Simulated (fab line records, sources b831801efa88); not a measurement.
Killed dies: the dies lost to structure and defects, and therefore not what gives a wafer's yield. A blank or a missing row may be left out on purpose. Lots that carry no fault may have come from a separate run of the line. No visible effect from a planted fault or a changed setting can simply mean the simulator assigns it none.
Split-lot trial	flow sfq-line	23 wafers read across 5 lots, on a route 325 steps long

## ABOUT THE SPLIT
At SFQ_TRILAYER_A5B_DEP_PECVD_129 (deposits SiO2 from SiH4/N2O, time 133.33 s, target thk 600 nm), the setting time-s was moved away from the recipe's 133.33 s on 10 of the 23 wafers read, by -6.8% to +10.4%. This setting was run at the recipe's value on the other wafers.

The split's own step is where the reading is taken.

## THE READING
SiO2_of_TRILAYER_A5B_DEP_PECVD_129.thk-nm (the simulator's own value, which no gauge read), in nm, at SFQ_TRILAYER_A5B_DEP_PECVD_129 (deposits SiO2 from SiH4/N2O, time 133.33 s, target thk 600 nm). No usual value for it is given in the file. Average 601.6 nm, standard deviation 7.3 nm, over the 13 wafers here run with the recipe.

wafer	tool, chamber at the split	time-s as run, s	against the recipe	SiO2_of_TRILAYER_A5B_DEP_PECVD_129.thk-nm, nm	against lot-mates on the recipe
L076.2	pecvd-02, 2	133.33	recipe	600	-
L076.3	pecvd-02, 1	126.4	-5.2%	568.7	-37.0
L076.4	pecvd-02, 2	126.4	-5.2%	579.2	-26.5
L076.5	pecvd-02, 0	126.4	-5.2%	566.1	-39.6
L076.6	pecvd-02, 1	133.33	recipe	611.4	-
L077.1	pecvd-03, 1	127.5	-4.4%	559.3	-35.0
L077.2	pecvd-03, 0	133.33	recipe	592.9	-
L077.3	pecvd-03, 2	127.5	-4.4%	568.8	-25.5
L077.4	pecvd-03, 0	127.5	-4.4%	567.4	-26.9
L077.6	pecvd-03, 1	133.33	recipe	595.7	-
L079.2	pecvd-01, 1	133.33	recipe	587.9	-
L079.4	pecvd-01, 1	133.33	recipe	609.2	-
L079.6	pecvd-01, 1	133.33	recipe	604.4	-
L082.1	pecvd-01, 1	133.33	recipe	592.6	-
L082.3	pecvd-01, 1	133.33	recipe	608	-
L082.4	pecvd-01, 0	124.2	-6.8%	563	-36.7
L082.5	pecvd-01, 0	133.33	recipe	598.5	-
L082.6	pecvd-01, 1	124.2	-6.8%	561.7	-38.0
L084.1	pecvd-02, 2	147.2	+10.4%	664.7	+57.8
L084.2	pecvd-02, 1	133.33	recipe	604.2	-
L084.3	pecvd-02, 0	133.33	recipe	608.1	-
L084.4	pecvd-02, 1	147.2	+10.4%	669	+62.1
L084.5	pecvd-02, 2	133.33	recipe	608.3	-

THE FIT
A straight line over all 23 wafers: SiO2_of_TRILAYER_A5B_DEP_PECVD_129.thk-nm changes by +6.32 nm for each +1% of time-s; r = +0.97; the points scatter about the line by 7.3 nm.
The same after taking each lot's own level away (the mean of its wafers on the recipe; 23 wafers): +5.93 nm for each +1%; r = +0.98; scatter 5.7 nm.
On that fit, the largest move of time-s shifts the reading by 62 nm.
The span of the lots' own levels, 594.30 to 606.87 nm, comes to 1.7 times the standard deviation stated above.
The two slopes agree, so the slope changes little with the lot-to-lot level.
Check: +62.6 nm against its lot-mates is what the line predicts for one of the wafers moved furthest among these (+10.4%) when that wafer is left out of the fit. It came out at +57.8 nm against them.

## OTHER SPLITS ON THESE WAFERS
Before the reading, these wafers also passed through other splits. Each is held against what the fit with the lots' levels taken away leaves over:
other split on the same wafers	wafers away from the commonest value	r with SiO2_of_TRILAYER_A5B_DEP_PECVD_129.thk-nm (lot level and that fit taken away)
SFQ_TRILAYER_I4_DEP_PECVD_099 time-s	5	+0.08
SFQ_TRILAYER_I4_VIA_LITHO_PEB_106 peb-time-s	8	+0.19
SFQ_TRILAYER_I4_VIA_BARC_OPEN_VIA_ETCH_146 time-s	11	-0.12
SFQ_TRILAYER_JJ_TRILAYER_DEP_SPUTTER_109 power-w	8	-0.14
SFQ_TRILAYER_JJ_CE_LITHO_PEB_117 peb-time-s	5	+0.26
SFQ_TRILAYER_M5_LITHO_PEB_126 peb-time-s	6	+0.14
SFQ_TRILAYER_M5_BARC_OPEN_METAL_ETCH_161 icp-w	4	-0.29

## FILE'S OWN FIT
SiO2_of_TRILAYER_A5B_DEP_PECVD_129.thk-nm changes by +5.89 nm for each +1% of time-s, r = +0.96.
